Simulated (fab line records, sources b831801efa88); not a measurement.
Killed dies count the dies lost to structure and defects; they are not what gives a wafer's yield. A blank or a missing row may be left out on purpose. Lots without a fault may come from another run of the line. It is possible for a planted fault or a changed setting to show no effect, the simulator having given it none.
Struck lot and sound lot, side by side || flow gf180mcu || 15 out of 602 route steps
Sound: these wafers, L602.2, L602.3, L602.5. Struck: wafers L604.3, L604.4, L604.5. Last of all comes the cause.
Order at every step that has rows: each side's tool, ch and its chambers, its first start. Under that, the readings that differ: sound wafers || struck wafers || difference of the means || sigmas: that difference in standard deviations of wafers without a fault.
alike: same words and numbers on both sides, and readings whose means sit less than 2 such deviations apart. not compared: any withheld reading, any reading some wafer has no value for, any bound like >300 that may hide the same value, and any number with overlapping values for which the record gives no deviation.
Wherever a step has rows on one side only, a row that says differs or no value, or a row with sigmas, the two part there. Non-overlapping numbers with no deviation appear without sigmas and do not part them. A reading that every wafer of one side lacks parts them only if that side has two wafers or more.

first, 2 steps without rows for these wafers: GF_HV_LDD_PEB_44; GF_HV_LDD_DEVELOP_45 (develop time 61.27 s).
GF_HV_LDD_CD_MEAS_46: target cd 400 nm.
  struck on cd sem-01, day 15 00:43; sound on cd sem-02, day 14 05:57
  alike: cd nm
GF_HV_LDD_OVL_MEAS_47:
  struck on overlay-01, day 15 00:49; sound on overlay-01, day 14 06:04
  alike: HV_LDD_03_OVL
next, for these wafers, 1 step has no rows: GF_HV_LDD_IMPLANT_48.
GF_HV_LDD_STRIP_49: strips in O2/N2.
  sound on plasma asher-01 ch 0,1, day 14 06:14; struck on plasma asher-04 ch 0,1, day 15 01:01
  alike: drypump motor current A, heater power w, o2 flow sccm, oes product au, strip time to endpoint s
  not compared: rf hours counter h
GF_HV_LDD_TW_MEAS_50:
  struck on film metro-04, day 15 01:07; sound on film metro-01, day 14 06:21
  alike: HV_LDD_4_TW
then, 1 step without rows for these wafers: GF_HV_LDD_CLEAN_51 (cleans in SC1/SC2, time 150 s).
GF_HV_LDD_RTA_52: time 10 s.
  sound on rtp anneal-02 ch 0, day 14 06:28; struck on rtp anneal-02 ch 0, day 15 01:13
  alike: lamp power pct, wafer_temp_C_max
then, 1 step without rows for these wafers: GF_HV_LDD_CVD_54 (deposits SiO2 from TEOS, target thk 10 nm, time 75 s).
GF_HV_LDD_THK_MEAS_55:
  struck on film metro-01, day 15 03:00; sound on film metro-01, day 14 07:40
  alike: HV_LDD_CVD_54_THK
GF_HV_LDD_CVD_56: deposits Si3N4 from DCS/NH3, target thk 90 nm, time 1543 s.
  sound on lpcvd-02 ch 1, day 14 07:43; struck on lpcvd-02 ch 0, day 15 03:02
{"reading": "susceptor temp C (C)", "sound": "770.1 770.4 770.1", "struck": "771.1 770.9 771.2", "difference": "+0.9", "sigmas": "+3"}
{"reading": "model.Si3N4_of_HV_LDD_CVD_56.thk nm (nm)", "sound": "89.34 89.16 88.74", "struck": "92.98 92.55 92.55", "difference": "+3.61", "sigmas": ""}
  alike: pressure mtorr
GF_HV_LDD_THK_MEAS_57:
  struck on film metro-01, day 15 04:29; sound on film metro-01, day 14 09:10
{"reading": "HV_LDD_CVD_56_THK (nm)", "sound": "89.3 89.2 88.7", "struck": "93.0 92.6 92.6", "difference": "+3.7", "sigmas": "+5"}
GF_HV_LDD_ETCHBACK_58: etches Si3N4 in CH3F/O2, stops on SiO2, time 100 s, target depth 90 nm.
  sound on rie diel-03 ch 0,1,2, day 14 09:13; struck on rie diel-04 ch 2,3, day 15 04:32
{"reading": "oes product au (a.u.)", "sound": "0.838 0.831 0.830", "struck": "0.859 0.852 0.857", "difference": "+0.023", "sigmas": "+3"}
{"reading": "model.etch.depth nm (nm)", "sound": "89.34 89.16 88.74", "struck": "92.98 92.55 92.55", "difference": "+3.61", "sigmas": ""}
  alike: drypump motor current A, throttle valve pct
  not compared: rf hours counter h
then, 1 step without rows for these wafers: GF_NSD_DEHYDRATE_00 (time 60 s).

WHERE THEY PART
First at GF_HV_LDD_CVD_56; last, within this record, at GF_HV_LDD_ETCHBACK_58.

WHY: the cause the simulator had injected
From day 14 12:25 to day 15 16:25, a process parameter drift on lpcvd-02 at GF_HV_LDD_CVD_56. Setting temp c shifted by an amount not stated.
